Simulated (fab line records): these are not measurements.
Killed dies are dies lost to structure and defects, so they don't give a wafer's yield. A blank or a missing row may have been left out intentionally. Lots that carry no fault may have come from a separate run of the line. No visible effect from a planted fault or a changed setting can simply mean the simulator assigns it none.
fab line records + flow gf180mcu
record
- lots=11
- wafers=33
- lastDay=34
route steps=602 shown MIM@512 V5@544 TOP_METAL@582 PASSIVATION@587
lots that met no fault: from a run of the same line without faults
startH: the number of hours between the record's first day and the start of the first shown wafer of the lot + waitH: time in hours since the lot's previous step + " identical to the entry in the row above + L1.1+2: several wafers, shown together as one row + - no value present, or no start provided + * or withheld: withheld + < > ~ a bound
route shown NAME@n: names a module that has steps shown in the file, with the first one's number in the route + usual: average and standard deviation across the fault-free wafers + same: alike in all rows + chamber/n: place in a boat + sites: readings site by site + _std_site: standard deviation of those values + _edge_site: outer sites' mean less inner sites' + radiusMm: for every site, how far away it sits from the centre of the wafer + mask NAME#n: copy n + behind: the most recent tool/chamber to have shaped the wafer + hold: cause of the lot's hold/its duration in hours/its outcome + device: transistor that didn't switch, given as n, p or np + end of line: the route-end tests of the same wafers + where a step has no rows: the recipe by itself + killed: count of dies lost to structure and defects at first sort (not the wafer's yield) + map: a wafer's dies, marking killed ones x, the rest . and places with no die _
set.NAME: setting as actually run; set.NAME@STEP: the setting as run at that earlier step + model.NAME: the simulator's own value behind a step, which no gauge read
a sample of lots followed through the steps of the route, with each step as a table and each wafer as a row
services: the hour from which a tool's chamber was out of use, counted from the record's first day as startH (under 0 if before that day), plus the number of hours and why
## steps
# step GF_MIM_SPUTTER_09
# recipe
- material=TiN
- targetThkNm=35
- powerW=6500
- timeS=29.2
- chamberPressurePa=0.4
# usual
- throttleValvePct=30.0/0.87
| lot.wafer | tool          | chamber | startH | waitH | throttleValvePct |
|-----------|---------------|---------|--------|-------|------------------|
| L761.3    | pvdSputter-04 | -       | 564.40 | 0.0   | 29.0             |
| L761.5    | "             | -       | "      | "     | 30.3             |
| L761.6    | "             | -       | "      | "     | 29.2             |
| L762.1    | pvdSputter-03 | -       | 574.54 | 0.0   | 29.5             |
| L762.4    | "             | -       | "      | "     | 29.3             |
| L762.5    | "             | -       | "      | "     | 29.9             |
| L765.2    | pvdSputter-02 | -       | 599.45 | 0.0   | 30.3             |
| L765.5    | "             | -       | "      | "     | 28.9             |
| L765.6    | "             | -       | "      | "     | 31.9             |
| L767.2    | pvdSputter-02 | -       | 614.51 | 0.0   | 31.5             |
| L767.5    | "             | -       | "      | "     | 28.7             |
| L767.6    | "             | -       | "      | "     | 32.1             |
| L769.1    | pvdSputter-04 | -       | 633.91 | 0.0   | 29.0             |
| L769.5    | "             | -       | "      | "     | 29.2             |
| L769.6    | "             | -       | "      | "     | 30.5             |
| L770.3    | pvdSputter-03 | -       | 637.72 | 0.0   | 29.6             |
| L770.5    | "             | -       | "      | "     | 30.8             |
| L770.6    | "             | -       | "      | "     | 29.5             |
| L771.1    | pvdSputter-04 | -       | 644.61 | 0.0   | 30.3             |
| L771.3    | "             | -       | "      | "     | 28.9             |
| L771.5    | "             | -       | "      | "     | 30.2             |
| L774.1    | pvdSputter-03 | -       | 664.64 | 0.0   | 29.6             |
| L774.5    | "             | -       | "      | "     | 30.6             |
| L774.6    | "             | -       | "      | "     | 29.5             |
| L781.2    | pvdSputter-04 | -       | 710.65 | 0.0   | 28.7             |
| L781.3    | "             | -       | "      | "     | 30.1             |
| L781.5    | "             | -       | "      | "     | 28.8             |
| L782.1    | pvdSputter-04 | -       | 717.80 | 0.0   | 30.4             |
| L782.5    | "             | -       | "      | "     | 28.5             |
| L782.6    | "             | -       | "      | "     | 30.3             |
| L784.2    | pvdSputter-02 | -       | 728.30 | 0.0   | 31.7             |
| L784.5    | "             | -       | "      | "     | 28.6             |
| L784.6    | "             | -       | "      | "     | 30.3             |
# step GF_V5_CMP_04
# recipe
- material=SiO2
- downForcePsi=4
- platenRpm=60
- padVelocityMS=0.94248
# usual
- motorCurrentA=12.2/1.4
- slurryFlowMlMin=150.0/0.5
| lot.wafer | tool   | chamber | startH | waitH | motorCurrentA | slurryFlowMlMin |
|-----------|--------|---------|--------|-------|---------------|-----------------|
| L761.3    | cmp-02 | 1       | 608.66 | 0.2   | 10.9          | 150.1           |
| L761.6    | "      | 2       | "      | "     | 12.2          | 150.4           |
| L761.5    | "      | 3       | "      | "     | 11.8          | 149.3           |
| L762.1    | cmp-02 | 2       | 618.16 | 0.1   | 12.9          | 149.0           |
| L762.4    | "      | 3       | "      | "     | 11.9          | 151.2           |
| L762.5    | "      | 1       | "      | "     | 11.2          | 149.7           |
| L765.2    | cmp-02 | 3       | 642.09 | 0.0   | 11.0          | 149.2           |
| L765.5    | "      | 3       | "      | "     | 11.3          | 149.3           |
| L765.6    | "      | 0       | "      | "     | 13.6          | 149.7           |
| L767.2    | cmp-01 | 1       | 656.52 | 0.1   | 11.2          | 150.4           |
| L767.5    | "      | 3       | "      | "     | 14.4          | 150.7           |
| L767.6    | "      | 0       | "      | "     | 11.4          | 150.1           |
| L769.1    | cmp-01 | 1       | 674.60 | 0.2   | 11.1          | 150.0           |
| L769.6    | "      | 2       | "      | "     | 11.2          | 150.0           |
| L769.5    | "      | 3       | "      | "     | 14.7          | 150.1           |
| L770.3    | cmp-02 | 2       | 678.10 | 0.1   | 11.9          | 150.1           |
| L770.6    | "      | 1       | "      | "     | 11.0          | 149.5           |
| L770.5    | "      | 2       | "      | "     | 12.3          | 150.2           |
| L771.3    | cmp-02 | 2       | 684.86 | 0.0   | 11.9          | 149.3           |
| L771.1    | "      | 1       | "      | "     | 12.0          | 149.7           |
| L771.5    | "      | 2       | "      | "     | 12.9          | 150.3           |
| L774.1    | cmp-01 | 1       | 704.48 | 0.1   | 10.8          | 149.7           |
| L774.6    | "      | 0       | "      | "     | 11.2          | 150.7           |
| L774.5    | "      | 1       | "      | "     | 11.1          | 150.5           |
| L781.2    | cmp-01 | 0       | 746.46 | 0.0   | 11.4          | 149.7           |
| L781.3    | "      | 1       | "      | "     | 11.6          | 149.8           |
| L781.5    | "      | 0       | "      | "     | 11.1          | 150.2           |
| L782.1    | cmp-01 | 1       | 753.67 | 0.1   | 10.5          | 149.7           |
| L782.6    | "      | 3       | "      | "     | 14.5          | 150.0           |
| L782.5    | "      | 0       | "      | "     | 11.2          | 150.5           |
| L784.2    | cmp-01 | 2       | 762.01 | 0.2   | 11.5          | 149.8           |
| L784.5    | "      | 3       | "      | "     | 14.9          | 150.1           |
| L784.6    | "      | 0       | "      | "     | 11.9          | 150.4           |
# step GF_TOP_METAL_OVL_MEAS_15
# usual
- TOP_METAL_OVL=-0.3/1.4
| lot.wafer | tool       | chamber | startH | waitH | TOP_METAL_OVL[nm] |
|-----------|------------|---------|--------|-------|-------------------|
| L761.3    | overlay-01 | -       | 651.64 | 0.1   | -0.4              |
| L761.5    | "          | -       | "      | "     | -0.5              |
| L761.6    | "          | -       | "      | "     | -0.3              |
| L762.1    | overlay-02 | -       | 659.98 | 0.1   | 2.3               |
| L762.4    | "          | -       | "      | "     | 1.2               |
| L762.5    | "          | -       | "      | "     | 0.8               |
| L765.2    | overlay-02 | -       | 682.63 | 0.1   | 0.7               |
| L765.5    | "          | -       | "      | "     | 0.9               |
| L765.6    | "          | -       | "      | "     | 0.6               |
| L767.2    | overlay-01 | -       | 696.83 | 0.1   | 0.5               |
| L767.5    | "          | -       | "      | "     | -0.7              |
| L767.6    | "          | -       | "      | "     | -0.1              |
| L769.1    | overlay-02 | -       | 713.49 | 0.1   | -2.2              |
| L769.5    | "          | -       | "      | "     | -1.2              |
| L769.6    | "          | -       | "      | "     | -0.7              |
| L770.3    | overlay-01 | -       | 717.53 | 0.1   | -0.9              |
| L770.5    | "          | -       | "      | "     | -1.0              |
| L770.6    | "          | -       | "      | "     | 0.1               |
| L771.1    | overlay-01 | -       | 723.32 | 0.1   | -0.9              |
| L771.3    | "          | -       | "      | "     | -1.3              |
| L771.5    | "          | -       | "      | "     | 0.5               |
| L774.1    | overlay-02 | -       | 740.82 | 0.1   | 1.2               |
| L774.5    | "          | -       | "      | "     | 0.0               |
| L774.6    | "          | -       | "      | "     | 2.3               |
| L781.2    | overlay-02 | -       | 780.53 | 0.1   | 0.1               |
| L781.3    | "          | -       | "      | "     | 0.1               |
| L781.5    | "          | -       | "      | "     | 2.9               |
| L782.1    | overlay-02 | -       | 786.92 | 0.1   | 0.0               |
| L782.5    | "          | -       | "      | "     | -1.1              |
| L782.6    | "          | -       | "      | "     | -0.9              |
| L784.2    | overlay-01 | -       | 794.73 | 0.1   | 2.2               |
| L784.5    | "          | -       | "      | "     | 2.2               |
| L784.6    | "          | -       | "      | "     | 2.9               |
# step GF_PASSIVATION_CVD_00
# recipe
- material=SiO2
- targetThkNm=1000
- precursor=TEOS
- tempC=400
- timeS=111.95
- rfW=600
# usual
- heaterPowerW=614/150
- runLengthS=139.8/0.43
| lot.wafer | tool     | chamber | startH | waitH | heaterPowerW | runLengthS |
|-----------|----------|---------|--------|-------|--------------|------------|
| L761.3    | pecvd-01 | 0       | 652.37 | 0.0   | 541          | 140.0      |
| L761.5    | "        | 2       | "      | "     | 583          | 139.2      |
| L761.6    | "        | 0       | "      | "     | 436          | 139.9      |
| L762.1    | pecvd-03 | 1       | 660.73 | 0.0   | 592          | 140.1      |
| L762.4    | "        | 2       | "      | "     | 869          | 140.3      |
| L762.5    | "        | 0       | "      | "     | 908          | 139.4      |
| L765.2    | pecvd-01 | 0       | 683.40 | 0.0   | 540          | 139.7      |
| L765.5    | "        | 1       | "      | "     | 551          | 140.1      |
| L765.6    | "        | 0       | "      | "     | 438          | 140.0      |
| L767.2    | pecvd-03 | 2       | 697.58 | 0.0   | 892          | 140.4      |
| L767.5    | "        | 1       | "      | "     | 553          | 140.0      |
| L767.6    | "        | 2       | "      | "     | 749          | 140.2      |
| L769.1    | pecvd-04 | 0       | 714.24 | 0.0   | 453          | 139.5      |
| L769.5    | "        | 1       | "      | "     | 380          | 139.5      |
| L769.6    | "        | 0       | "      | "     | 531          | 139.5      |
| L770.3    | pecvd-04 | 0       | 718.27 | 0.0   | 578          | 140.1      |
| L770.5    | "        | 1       | "      | "     | 382          | 139.3      |
| L770.6    | "        | 0       | "      | "     | 449          | 139.7      |
| L771.1    | pecvd-04 | 2       | 724.07 | 0.0   | 673          | 139.8      |
| L771.3    | "        | 1       | "      | "     | 453          | 139.3      |
| L771.5    | "        | 0       | "      | "     | 580          | 127.1      |
| L774.1    | pecvd-04 | 1       | 741.66 | 0.0   | 393          | 139.3      |
| L774.5    | "        | 2       | "      | "     | 650          | 127.2      |
| L774.6    | "        | 1       | "      | "     | 446          | 126.5      |
| L781.2    | pecvd-03 | 1       | 781.26 | 0.0   | 494          | 140.5      |
| L781.3    | "        | 2       | "      | "     | 748          | 140.4      |
| L781.5    | "        | 2       | "      | "     | 810          | 140.6      |
| L782.1    | pecvd-03 | 2       | 787.67 | 0.0   | 776          | 140.1      |
| L782.5    | "        | 2       | "      | "     | 858          | 140.1      |
| L782.6    | "        | 0       | "      | "     | 944          | 139.8      |
| L784.2    | pecvd-01 | 0       | 795.47 | 0.0   | 513          | 139.9      |
| L784.5    | "        | 1       | "      | "     | 656          | 139.8      |
| L784.6    | "        | 0       | "      | "     | 563          | 139.7      |
# step GF_PASSIVATION_THK_MEAS_01
# recipe
- reads=SiO2_of_PASSIVATION_CVD_00
# usual
- PASSIVATION_CVD_00_THK=1003/12
| lot.wafer | tool         | chamber | startH | waitH | PASSIVATION_CVD_00_THK[nm] |
|-----------|--------------|---------|--------|-------|----------------------------|
| L761.3    | filmMetro-03 | -       | 652.47 | 0.1   | 1005                       |
| L761.5    | "            | -       | "      | "     | 1015                       |
| L761.6    | "            | -       | "      | "     | 1019                       |
| L762.1    | filmMetro-02 | -       | 660.81 | 0.0   | 995                        |
| L762.4    | "            | -       | "      | "     | 995                        |
| L762.5    | "            | -       | "      | "     | 1004                       |
| L765.2    | filmMetro-03 | -       | 683.49 | 0.0   | 999                        |
| L765.5    | "            | -       | "      | "     | 1021                       |
| L765.6    | "            | -       | "      | "     | 1019                       |
| L767.2    | filmMetro-03 | -       | 697.67 | 0.0   | 991                        |
| L767.5    | "            | -       | "      | "     | 1009                       |
| L767.6    | "            | -       | "      | "     | 1001                       |
| L769.1    | filmMetro-02 | -       | 714.32 | 0.0   | 1007                       |
| L769.5    | "            | -       | "      | "     | 1021                       |
| L769.6    | "            | -       | "      | "     | 1019                       |
| L770.3    | filmMetro-03 | -       | 718.36 | 0.1   | 1004                       |
| L770.5    | "            | -       | "      | "     | 1011                       |
| L770.6    | "            | -       | "      | "     | 1027                       |
| L771.1    | filmMetro-04 | -       | 724.15 | 0.0   | 1006                       |
| L771.3    | "            | -       | "      | "     | 1017                       |
| L771.5    | "            | -       | "      | "     | 897                        |
| L774.1    | filmMetro-02 | -       | 741.74 | 0.0   | 983                        |
| L774.5    | "            | -       | "      | "     | 895                        |
| L774.6    | "            | -       | "      | "     | 901                        |
| L781.2    | filmMetro-02 | -       | 781.35 | 0.0   | 1000                       |
| L781.3    | "            | -       | "      | "     | 993                        |
| L781.5    | "            | -       | "      | "     | 1007                       |
| L782.1    | filmMetro-02 | -       | 787.75 | 0.0   | 1018                       |
| L782.5    | "            | -       | "      | "     | 1014                       |
| L782.6    | "            | -       | "      | "     | 1025                       |
| L784.2    | filmMetro-04 | -       | 795.56 | 0.0   | 994                        |
| L784.5    | "            | -       | "      | "     | 1013                       |
| L784.6    | "            | -       | "      | "     | 1007                       |
# step GF_PASSIVATION_ETCH_11
# recipe
- chemistry=CF4/O2
- targetDepthNm=1800
- stopOn=TiN
- sourceW=800
- biasW=150
- pressureMtorr=150
- cf4FlowSccm=80
- O2_flow_sccm=10
- timeS=400
# usual
- drypumpMotorCurrentA=5.8/0.43
- oesProductAu=0.966/0.0078
- throttleValvePct=5.960/0.0098
| lot.wafer | tool       | chamber | startH | waitH | drypumpMotorCurrentA | oesProductAu | rfHoursCounterH | throttleValvePct |
|-----------|------------|---------|--------|-------|----------------------|--------------|-----------------|------------------|
| L761.3    | rieDiel-02 | 3       | 672.21 | -     | 5.6                  | 0.958        | 23              | 5.956            |
| L761.5    | "          | 3       | "      | "     | 5.6                  | 0.968        | -               | 5.970            |
| L761.6    | "          | 2       | "      | "     | 6.2                  | 0.972        | -               | 5.962            |
| L762.1    | rieDiel-02 | 2       | 680.40 | -     | 6.3                  | 0.965        | 43              | 5.966            |
| L762.4    | "          | 1       | "      | "     | 6.0                  | 0.964        | 18              | 5.969            |
| L762.5    | "          | 3       | "      | "     | 5.6                  | 0.972        | -               | 5.962            |
| L765.2    | rieDiel-03 | 2       | 702.15 | -     | 5.5                  | 0.964        | 11              | 5.950            |
| L765.5    | "          | 2       | "      | "     | 5.5                  | 0.978        | -               | 5.975            |
| L765.6    | "          | 0       | "      | "     | 5.7                  | 0.980        | -               | 5.959            |
| L767.2    | rieDiel-04 | 2       | 716.25 | -     | 5.1                  | 0.968        | 23              | 5.956            |
| L767.5    | "          | 0       | "      | "     | 6.1                  | 0.981        | -               | 5.976            |
| L767.6    | "          | 3       | "      | "     | 6.0                  | 0.975        | -               | 5.954            |
| L769.1    | rieDiel-04 | 2       | 732.01 | -     | 5.1                  | 0.965        | 23              | 5.976            |
| L769.5    | "          | 2       | "      | "     | 5.1                  | 0.965        | -               | 5.948            |
| L769.6    | "          | 1       | "      | "     | 6.7                  | 0.965        | -               | 5.961            |
| L770.3    | rieDiel-03 | 3       | 736.31 | -     | 5.3                  | 0.965        | 44              | 5.953            |
| L770.5    | "          | 1       | "      | "     | 5.5                  | 0.971        | -               | 5.955            |
| L770.6    | "          | 0       | "      | "     | 5.7                  | 0.979        | -               | 5.962            |
| L771.1    | rieDiel-03 | 0       | 742.15 | -     | 5.7                  | 0.960        | 15              | 5.964            |
| L771.3    | "          | 2       | "      | "     | 5.5                  | 0.972        | 13              | 5.970            |
| L771.5    | "          | 3       | "      | "     | 5.3                  | 0.936        | -               | 5.938            |
| L774.1    | rieDiel-04 | 1       | 758.70 | -     | 6.7                  | 0.961        | 17              | 5.957            |
| L774.5    | "          | 2       | "      | "     | 5.1                  | 0.934        | -               | 5.968            |
| L774.6    | "          | 3       | "      | "     | 6.0                  | 0.936        | -               | 5.942            |
| L781.2    | rieDiel-04 | 2       | 796.76 | -     | 5.1                  | 0.960        | 27              | 5.974            |
| L781.3    | "          | 3       | "      | "     | 6.0                  | 0.967        | 17              | 5.959            |
| L781.5    | "          | 3       | "      | "     | 6.0                  | 0.970        | -               | 5.974            |
| L782.1    | rieDiel-03 | 1       | 803.56 | -     | 5.5                  | 0.969        | 17              | 5.953            |
| L782.5    | "          | 1       | "      | "     | 5.5                  | 0.959        | -               | 5.956            |
| L782.6    | "          | 2       | "      | "     | 5.6                  | 0.984        | -               | 5.969            |
| L784.2    | rieDiel-04 | 0       | 810.76 | -     | 6.1                  | 0.959        | 37              | 5.949            |
| L784.5    | "          | 0       | "      | "     | 6.0                  | 0.969        | -               | 5.953            |
| L784.6    | "          | 1       | "      | "     | 6.7                  | 0.971        | -               | 5.942            |
## services
| tool          | chamber | startH | hours | kind   |
|---------------|---------|--------|-------|--------|
| rieDiel-03    | 3       | 542.58 | 7.0   | repair |
| pvdSputter-04 | -       | 549.36 | 1.3   | repair |
| cmp-02        | -       | 553.18 | 1.6   | repair |
| pecvd-03      | -       | 559.60 | 5.5   | pm     |
| rieDiel-03    | -       | 560.23 | 0.5   | repair |
| cmp-01        | -       | 565.85 | 0.8   | repair |
| cmp-01        | -       | 572.18 | 4.0   | pm     |
| cmp-02        | -       | 577.55 | 0.8   | repair |
| pecvd-04      | -       | 589.82 | 1.1   | repair |
| pecvd-03      | 1       | 626.78 | 15.3  | repair |
| cmp-01        | -       | 647.93 | 2.7   | pm     |
| cmp-02        | -       | 649.32 | 9.6   | repair |
| rieDiel-04    | -       | 673.03 | 4.0   | pm     |
| rieDiel-03    | 2       | 685.78 | 15.3  | repair |
| rieDiel-03    | -       | 698.43 | 2.2   | repair |
| rieDiel-03    | 3       | 700.65 | 8.7   | repair |
| rieDiel-04    | 1       | 707.90 | 3.6   | repair |
| pecvd-03      | 0       | 709.33 | 5.1   | repair |
| cmp-01        | -       | 718.99 | 4.0   | repair |
| cmp-01        | -       | 730.80 | 1.4   | repair |
| cmp-02        | -       | 744.29 | 4.0   | pm     |
| cmp-02        | -       | 762.45 | 16.9  | pm     |
| cmp-02        | -       | 781.20 | 2.4   | repair |
| cmp-02        | -       | 788.78 | 0.9   | repair |
## key
firstSign
- step=GF_PASSIVATION_CVD_00
- reading=runLengthS
- direction=down
- sigmas=30
- usual=*
- struck=*
effect
- step=GF_PASSIVATION_THK_MEAS_01
- reading=PASSIVATION_CVD_00_THK
- direction=down
- sigmas=9
- usual=1003
- struck=898
effect
- step=GF_PASSIVATION_ETCH_11
- reading=oesProductAu
- direction=down
- sigmas=4
- usual=0.966
- struck=0.935
metAt GF_PASSIVATION_CVD_00
struckLots L771,L774
struckWafers L771.5,L774.5,L774.6
notActingAt GF_MIM_SPUTTER_09,GF_V5_CMP_04,GF_TOP_METAL_OVL_MEAS_15
onsetBetween 718.27 724.07
fault
- kind=processParameterDrift
- tool=pecvd-04
- chamber=-
- onsetH=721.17
- steps=GF_PASSIVATION_CVD_00
- channel=timeS
- offset=*
- shape=step
- endH=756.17
- scope=struckWafersOnly
- actsIn=*
- stated=*
